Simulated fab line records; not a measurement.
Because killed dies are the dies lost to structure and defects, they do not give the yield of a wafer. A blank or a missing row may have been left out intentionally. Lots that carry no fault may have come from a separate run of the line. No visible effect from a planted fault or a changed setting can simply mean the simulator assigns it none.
Check for tools in common :: flow gf180mcu :: 13 lots and 39 wafers in the sample

## REASON IT WAS OPENED
Of 13 lots, 2 have the reading MVPSD_RS flagged at GF_VT_IMPLANT_RS_MEAS_49. Wafers without a fault read 1169.2 ohm/sq, standard deviation 2.6.
Rule: a lot is flagged when every wafer of it that has a number lies more than 4 standard deviations from that mean, or none has a number. As for the other lots, they are considered sound.

lot: L362
measured: day 7 15:46
on: film_metro-01
MVPSD_RS (ohm/sq), wafer by wafer: 1164.5 1164.8 1166.4
flag: 

lot: L363
measured: day 8 01:03
on: film_metro-02
MVPSD_RS (ohm/sq), wafer by wafer: 1171.3 1172.1 1171.5
flag: 

lot: L364
measured: day 8 07:14
on: film_metro-04
MVPSD_RS (ohm/sq), wafer by wafer: 1166.3 1165.9 1165.4
flag: 

lot: L365
measured: day 8 16:16
on: film_metro-01
MVPSD_RS (ohm/sq), wafer by wafer: 1171.4 1171.8 1171.8
flag: 

lot: L371
measured: day 10 05:56
on: film_metro-02
MVPSD_RS (ohm/sq), wafer by wafer: 1169.9 1170.0 1167.2
flag: 

lot: L372
measured: day 10 14:22
on: film_metro-01
MVPSD_RS (ohm/sq), wafer by wafer: 1171.7 1169.4 1170.9
flag: 

lot: L373
measured: day 10 20:24
on: film_metro-01
MVPSD_RS (ohm/sq), wafer by wafer: 1096.2 1093.3 1094.7
flag: FLAGGED

lot: L374
measured: day 11 00:37
on: film_metro-02
MVPSD_RS (ohm/sq), wafer by wafer: 1089.3 1092.6 1092.2
flag: FLAGGED

lot: L377
measured: day 12 00:41
on: film_metro-02
MVPSD_RS (ohm/sq), wafer by wafer: 1171.5 1170.5 1171.1
flag: 

lot: L378
measured: day 12 09:38
on: film_metro-01
MVPSD_RS (ohm/sq), wafer by wafer: 1168.9 1170.8 1168.3
flag: 

lot: L382
measured: day 13 09:01
on: film_metro-01
MVPSD_RS (ohm/sq), wafer by wafer: 1168.2 1166.7 1167.8
flag: 

lot: L383
measured: day 13 17:35
on: film_metro-01
MVPSD_RS (ohm/sq), wafer by wafer: 1169.2 1168.4 1168.7
flag: 

lot: L384
measured: day 13 22:35
on: film_metro-04
MVPSD_RS (ohm/sq), wafer by wafer: 1167.1 1168.8 1169.1
flag: 
On average the flagged lots' numbers are 1093.0 ohm/sq, which is -76.2 ohm/sq against the usual, or -29 standard deviations.

## TOOL THAT RAN EACH LOT
The record keeps 1 process step preceding the reading, out of 602 steps on the route. Every cell lists first the tool, next ch and the chambers used by the sampled wafers, and last the start.
lot: L362
flag: 
GF_MVPSD_IMPLANT_09: implanter-01 ch 0, day 5 04:11

lot: L363
flag: 
GF_MVPSD_IMPLANT_09: implanter-01 ch 0, day 5 10:56

lot: L364
flag: 
GF_MVPSD_IMPLANT_09: implanter-03 ch 0, day 5 17:56

lot: L365
flag: 
GF_MVPSD_IMPLANT_09: implanter-02 ch 0, day 6 00:56

lot: L371
flag: 
GF_MVPSD_IMPLANT_09: implanter-03 ch 0, day 7 10:31

lot: L372
flag: 
GF_MVPSD_IMPLANT_09: implanter-01 ch 0, day 7 18:17

lot: L373
flag: FLAGGED
GF_MVPSD_IMPLANT_09: implanter-03 ch 0, day 7 23:01

lot: L374
flag: FLAGGED
GF_MVPSD_IMPLANT_09: implanter-03 ch 0, day 8 03:31

lot: L377
flag: 
GF_MVPSD_IMPLANT_09: implanter-02 ch 0, day 8 22:53

lot: L378
flag: 
GF_MVPSD_IMPLANT_09: implanter-02 ch 0, day 9 06:50

lot: L382
flag: 
GF_MVPSD_IMPLANT_09: implanter-01 ch 0, day 10 04:37

lot: L383
flag: 
GF_MVPSD_IMPLANT_09: implanter-02 ch 0, day 10 11:44

lot: L384
flag: 
GF_MVPSD_IMPLANT_09: implanter-02 ch 0, day 10 17:23
What is done by these steps:
- GF_MVPSD_IMPLANT_09
- GF_VT_IMPLANT_RS_MEAS_49: measures by four-point-probe.

## FLAGGED OVER TOTAL, TOOL BY TOOL (the gauges that took the reading come last)
step: GF_MVPSD_IMPLANT_09
tool: implanter-01
lots run: 4
flagged: 0
share of the flagged lots: none
sound lots run after its first flagged lot: -

step: GF_MVPSD_IMPLANT_09
tool: implanter-02
lots run: 5
flagged: 0
share of the flagged lots: none
sound lots run after its first flagged lot: -

step: GF_MVPSD_IMPLANT_09
tool: implanter-03
lots run: 4
flagged: 2
share of the flagged lots: all
sound lots run after its first flagged lot: 0

step: GF_VT_IMPLANT_RS_MEAS_49
tool: film_metro-01
lots run: 7
flagged: 1
share of the flagged lots: some
sound lots run after its first flagged lot: 3 (L378,L382,L383)

step: GF_VT_IMPLANT_RS_MEAS_49
tool: film_metro-02
lots run: 4
flagged: 1
share of the flagged lots: some
sound lots run after its first flagged lot: 1 (L377)

step: GF_VT_IMPLANT_RS_MEAS_49
tool: film_metro-04
lots run: 2
flagged: 0
share of the flagged lots: none
sound lots run after its first flagged lot: -

## WHAT THE TABLE ALLOWS
1 row of the table ran every flagged lot: implanter-03 at GF_MVPSD_IMPLANT_09.
- implanter-03 at GF_MVPSD_IMPLANT_09 ran 4 lots, 2 of them flagged. Last sound lot L371 at day 7 10:31, first flagged lot L373 at day 7 23:01; a fault beginning in between fits. Its own readings lie more than 4 standard deviations out on every wafer of the flagged lots: dose_ions_cm2, faraday_current_uA.
Just one tool remains: implanter-03 at GF_MVPSD_IMPLANT_09.

## WHAT WAS PUT IN BY THE SIMULATOR
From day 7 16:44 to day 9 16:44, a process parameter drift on implanter-03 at GF_MVPSD_IMPLANT_09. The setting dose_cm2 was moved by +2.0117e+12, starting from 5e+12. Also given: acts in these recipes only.
Shown lots that were struck: L373, L374. The rule above found the same.
